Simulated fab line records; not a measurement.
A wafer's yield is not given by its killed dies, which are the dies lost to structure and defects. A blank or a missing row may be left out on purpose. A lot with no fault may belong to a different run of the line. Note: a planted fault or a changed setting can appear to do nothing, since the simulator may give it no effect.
Lot-split experiment | flow sky130 | 23 wafers read from 5 lots, route of 708 steps

== ABOUT THE SPLIT ==
At SKY_LDD_HVN_COAT_02 (resist thk 300 nm), the setting spin-rpm was moved away from the recipe's 3000 rpm on 5 of the 23 wafers read, by -3.8% to -2.3%. For the rest of the wafers, this setting stayed at what the recipe calls for.

The reading comes from the split's own step.

== THE READING ==
NOVOLAK_of_LDD_HVN_COAT_02.thk-nm (the simulator's own value, which no gauge read), in nm, at SKY_LDD_HVN_COAT_02 (resist thk 300 nm). There is no usual value for it anywhere in the file. Average 300.5 nm, standard deviation 0.85 nm, over the 18 wafers here run with the recipe.

wafer  | tool, chamber at the split | spin-rpm as run, rpm | against the recipe | NOVOLAK_of_LDD_HVN_COAT_02.thk-nm, nm | against lot-mates on the recipe
L074.1 | litho-track-02, 0          | 3000                 | recipe             | 300                                   | -
L074.2 | litho-track-02, 0          | 3000                 | recipe             | 299.6                                 | -
L074.4 | litho-track-02, 0          | 3000                 | recipe             | 299.9                                 | -
L074.5 | litho-track-02, 0          | 3000                 | recipe             | 299.5                                 | -
L074.6 | litho-track-02, 0          | 3000                 | recipe             | 300.2                                 | -
L077.1 | litho-track-01, 0          | 3000                 | recipe             | 300.5                                 | -
L077.6 | litho-track-01, 0          | 3000                 | recipe             | 300.5                                 | -
L077.2 | litho-track-01, 0          | 2886                 | -3.8%              | 306.3                                 | +5.5
L077.3 | litho-track-01, 0          | 3000                 | recipe             | 301.4                                 | -
L077.4 | litho-track-01, 0          | 2886                 | -3.8%              | 306.5                                 | +5.7
L083.4 | litho-track-02, 0          | 3000                 | recipe             | 300.8                                 | -
L083.5 | litho-track-02, 0          | 3000                 | recipe             | 300.7                                 | -
L083.6 | litho-track-02, 0          | 3000                 | recipe             | 300.2                                 | -
L081.1 | litho-track-02, 0          | 3000                 | recipe             | 302.1                                 | -
L081.2 | litho-track-02, 0          | 3000                 | recipe             | 301.3                                 | -
L081.4 | litho-track-02, 0          | 3000                 | recipe             | 301.3                                 | -
L081.5 | litho-track-02, 0          | 3000                 | recipe             | 301.4                                 | -
L081.6 | litho-track-02, 0          | 3000                 | recipe             | 301.2                                 | -
L085.1 | litho-track-01, 0          | 3000                 | recipe             | 298.8                                 | -
L085.2 | litho-track-01, 0          | 2932                 | -2.3%              | 301.7                                 | +2.6
L085.3 | litho-track-01, 0          | 2932                 | -2.3%              | 301.7                                 | +2.6
L085.4 | litho-track-01, 0          | 3000                 | recipe             | 299.3                                 | -
L085.6 | litho-track-01, 0          | 2932                 | -2.3%              | 301.5                                 | +2.4

FIT RESULTS
A straight line over all 23 wafers: NOVOLAK_of_LDD_HVN_COAT_02.thk-nm changes by -1.23 nm for each +1% of spin-rpm; r = -0.83; the points scatter about the line by 1.1 nm.
The same after taking each lot's own level away (the mean of its wafers on the recipe; 23 wafers): -1.37 nm for each +1%; r = -0.98; scatter 0.37 nm.
That fit puts the effect of the largest move of spin-rpm on the reading at 5.2 nm.
Measured against the standard deviation above, the lots' own levels, which go from 299.05 to 301.46 nm, span 2.8 times it.
In other words, the slope is changed by the lot-to-lot level; the two fits disagree.
Check: +5 nm against its lot-mates is what the line predicts for one of the wafers moved furthest among these (-3.8%) when that wafer is left out of the fit. It came out at +5.5 nm against them.

== THESE WAFERS: OTHER SPLITS ==
Other splits were also applied to these wafers ahead of the reading. Each is held against what the fit with the lots' levels taken away leaves over:
other split on the same wafers       | wafers away from the commonest value | r with NOVOLAK_of_LDD_HVN_COAT_02.thk-nm (lot level and that fit taken away)
SKY_GATE_OXIDE_OXIDATION_01 temp-c   | 10                                   | -0.37
SKY_GATE_OXIDE_COAT_05 spin-rpm      | 9                                    | -0.43
SKY_GATE_OXIDE_IMPLANT_11 energy-kev | 5                                    | +0.11
SKY_RES_PROTECT_SOFTBAKE_03 temp-c   | 6                                    | -0.24
SKY_POLY_GATE_CVD_03 pressure-mtorr  | 18                                   | +0.20
SKY_POLY_GATE_COAT_08 resist-thk-nm  | 6                                    | -0.13
SKY_POLY_GATE_ETCH_16 source-w       | 6                                    | +0.06
SKY_LDD_N_IMPLANT_10 energy-kev      | 10                                   | +0.18
SKY_LDD_P_DEVELOP_06 develop-time-s  | 10                                   | +0.22

== THE WHOLE CHAIN: every reading that the file lists as answering this split, in the file's order ==
step                 | what it does      | reading                                                                            | change (the file's fit)              | r (the file's)
SKY_LDD_HVN_COAT_02  | resist thk 300 nm | NOVOLAK_of_LDD_HVN_COAT_02.thk-nm (the simulator's own value, which no gauge read) | -1.39 nm for each +1% of the setting | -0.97
SKY_LDD_HVN_STRIP_09 | strips in O2/N2   | strip-time-to-endpoint-s                                                           | withheld for each +1% of the setting | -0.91

== FILE'S OWN FIT ==
NOVOLAK_of_LDD_HVN_COAT_02.thk-nm changes by -1.39 nm for each +1% of spin-rpm, r = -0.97.
